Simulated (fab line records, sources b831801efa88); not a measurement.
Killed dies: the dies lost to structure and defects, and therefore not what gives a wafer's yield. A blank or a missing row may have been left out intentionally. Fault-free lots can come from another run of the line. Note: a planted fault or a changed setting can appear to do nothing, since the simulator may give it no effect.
Which of the tools did it?    flow gf180mcu    38 wafers from 13 lots sampled at 5 of the route's 602 steps

## WHAT THE GAUGES SHOWED, per wafer
GF_V3_OVL_MEAS_15.
lot   measured      on          V3_OVL (nm)
L145  day 22 11:29  overlay-02  2 -4 -7
L147  day 23 05:05  overlay-01  2 4 10
L148  day 23 16:59  overlay-02  -1 3 1
L152  day 25 09:24  overlay-02  9 10
L159  day 27 08:24  overlay-01  9 1 5
L161  day 27 23:38  overlay-02  -3 6 6
L162  day 28 02:50  overlay-02  -7 2 1
L163  day 28 19:55  overlay-01  0 -5 -1
L164  day 28 20:56  overlay-02  0 6 0
L165  day 29 00:52  overlay-02  3 1 4
L167  day 29 12:01  overlay-01  3 -5 6
L166  day 29 16:03  overlay-02  9 -1 12
L168  day 29 21:28  overlay-01  5 2 2

GF_M4_CD_MEAS_14: target cd 280 nm.
lot   measured      on        cdNm (nm)
L145  day 23 11:52  cdSem-01  278.2 277.7 280.1
L147  day 24 05:25  cdSem-01  279.5 279.7 279.5
L148  day 24 16:09  cdSem-02  279.7 279.3 279.7
L152  day 26 07:40  cdSem-01  294.8 278.8
L159  day 28 07:54  cdSem-01  281.2 280.8 281.7
L161  day 28 20:53  cdSem-02  280.3 280.2 280.6
L162  day 28 23:22  cdSem-01  279.5 279.4 280.7
L163  day 29 16:47  cdSem-01  280.8 280.6 280.1
L164  day 29 18:09  cdSem-02  282.2 282.3 282.9
L165  day 29 21:02  cdSem-02  280.3 279.7 278.9
L167  day 30 08:38  cdSem-02  281.3 280.7 280.5
L166  day 30 11:57  cdSem-02  282.2 281.4 281.8
L168  day 30 17:17  cdSem-02  278.8 277.8 278.1

## WHAT TOOL EACH LOT RAN ON (gives the tool, then ch and the chambers of the sampled wafers, and finally the start)
lot   GF_V3_CVD_02                     GF_M4_SPUTTER_00             GF_M4_PEB_12
L145  pecvd-03 ch 1,2, day 21 11:52    pvdSputter-04, day 22 12:59  lithoTrack-03 ch 0, day 23 11:31
L147  pecvd-02 ch 0,2, day 22 05:45    pvdSputter-04, day 23 06:30  lithoTrack-03 ch 0, day 24 05:04
L148  pecvd-02 ch 0,2, day 22 17:31    pvdSputter-04, day 23 18:22  lithoTrack-01 ch 0, day 24 15:49
L152  pecvd-01 ch 0,1, day 24 10:31    pvdSputter-04, day 25 10:47  lithoTrack-03 ch 0, day 26 07:20
L159  pecvd-02 ch 0,1,2, day 26 11:02  pvdSputter-02, day 27 09:49  lithoTrack-04 ch 0, day 28 07:34
L161  pecvd-03 ch 1,2, day 27 02:41    pvdSputter-04, day 28 01:01  lithoTrack-01 ch 0, day 28 20:32
L162  pecvd-01 ch 0,1, day 27 06:26    pvdSputter-04, day 28 04:13  lithoTrack-01 ch 0, day 28 23:02
L163  pecvd-03 ch 0,2, day 28 00:07    pvdSputter-01, day 28 21:19  lithoTrack-04 ch 0, day 29 16:26
L164  pecvd-01 ch 0,1,2, day 28 01:09  pvdSputter-01, day 28 22:20  lithoTrack-01 ch 0, day 29 17:49
L165  pecvd-01 ch 0,1,2, day 28 05:00  pvdSputter-04, day 29 02:16  lithoTrack-03 ch 0, day 29 20:43
L167  pecvd-02 ch 0,1, day 28 16:42    pvdSputter-02, day 29 13:25  lithoTrack-01 ch 0, day 30 08:17
L166  pecvd-02 ch 0,1,2, day 28 20:48  pvdSputter-01, day 29 17:26  lithoTrack-04 ch 0, day 30 11:37
L168  pecvd-01 ch 1,2, day 29 02:19    pvdSputter-04, day 29 22:52  lithoTrack-01 ch 0, day 30 16:56
- GF_V3_CVD_02: deposits SiO2 from TEOS, target thk 850 nm, time 94.851 s.
- GF_M4_SPUTTER_00: material Ti, target thk 37.5 nm, time 150 s.
- GF_M4_PEB_12: peb time 90 s.

## WHAT THE TOOLS THEMSELVES READ (means of the sampled wafers that have a number; where no wafer has one, the mark that the record gives instead)
GF_V3_CVD_02.
lot   tool      heaterPowerW (W)
L145  pecvd-03  668
L147  pecvd-02  625
L148  pecvd-02  596
L152  pecvd-01  728
L159  pecvd-02  627
L161  pecvd-03  653
L162  pecvd-01  687
L163  pecvd-03  686
L164  pecvd-01  690
L165  pecvd-01  706
L167  pecvd-02  738
L166  pecvd-02  663
L168  pecvd-01  686

GF_M4_SPUTTER_00.
lot   tool           throttleValvePct (%)
L145  pvdSputter-04  29.8
L147  pvdSputter-04  30.5
L148  pvdSputter-04  30.3
L152  pvdSputter-04  29.9
L159  pvdSputter-02  31.5
L161  pvdSputter-04  30.0
L162  pvdSputter-04  29.7
L163  pvdSputter-01  29.6
L164  pvdSputter-01  29.5
L165  pvdSputter-04  30.1
L167  pvdSputter-02  31.2
L166  pvdSputter-01  29.3
L168  pvdSputter-04  29.5

GF_M4_PEB_12.
lot   tool           heaterPowerTotalW (W)  plateTempC (C)
L145  lithoTrack-03  85.71                  134.93
L147  lithoTrack-03  85.73                  135.12
L148  lithoTrack-01  85.69                  134.95
L152  lithoTrack-03  94.03                  134.78
L159  lithoTrack-04  85.73                  135.13
L161  lithoTrack-01  85.71                  135.08
L162  lithoTrack-01  85.70                  135.16
L163  lithoTrack-04  85.62                  135.16
L164  lithoTrack-01  85.78                  135.03
L165  lithoTrack-03  85.75                  134.87
L167  lithoTrack-01  85.65                  134.90
L166  lithoTrack-04  85.64                  135.19
L168  lithoTrack-01  85.75                  134.77

## THE ANSWER, worked out from the rows above alone
Rule: the usual values come from the lots themselves. Put in order of their means at a reading, lots are off if they are a third of the lots or fewer, leave a main group of 4 or more, and stand apart from it by a gap of 3 or more times the standard deviation of the main group's means; of several such gaps the widest counts. Not used: any main group whose means are identical at the precision the tables above print for the reading. A lot without any number at a reading at which 4 lots or more have one is off too. Where the step has rows for the other lots, those lots are counted as sound. The gauges are gone through in route order, then the tools' own readings, and for those a lot's mean is taken as printed above. The first step at which some lot is off is used, and at that step the reading that is off furthest; a lot without a number counts as furthest.
Off: L152, at GF_M4_CD_MEAS_14 (cdNm). Main group: mean 280.2 nm, sd 1.2.
If a tool, at a process step before that reading, ran all the lots that are off and no sound lot after the first of them, it fits. The gauges at GF_M4_CD_MEAS_14 aren't tried: what is off there is off at GF_M4_PEB_12 too, on other tools, and a gauge's error can't cause that. None of those tried fits.

## WHAT WAS PUT IN BY THE SIMULATOR
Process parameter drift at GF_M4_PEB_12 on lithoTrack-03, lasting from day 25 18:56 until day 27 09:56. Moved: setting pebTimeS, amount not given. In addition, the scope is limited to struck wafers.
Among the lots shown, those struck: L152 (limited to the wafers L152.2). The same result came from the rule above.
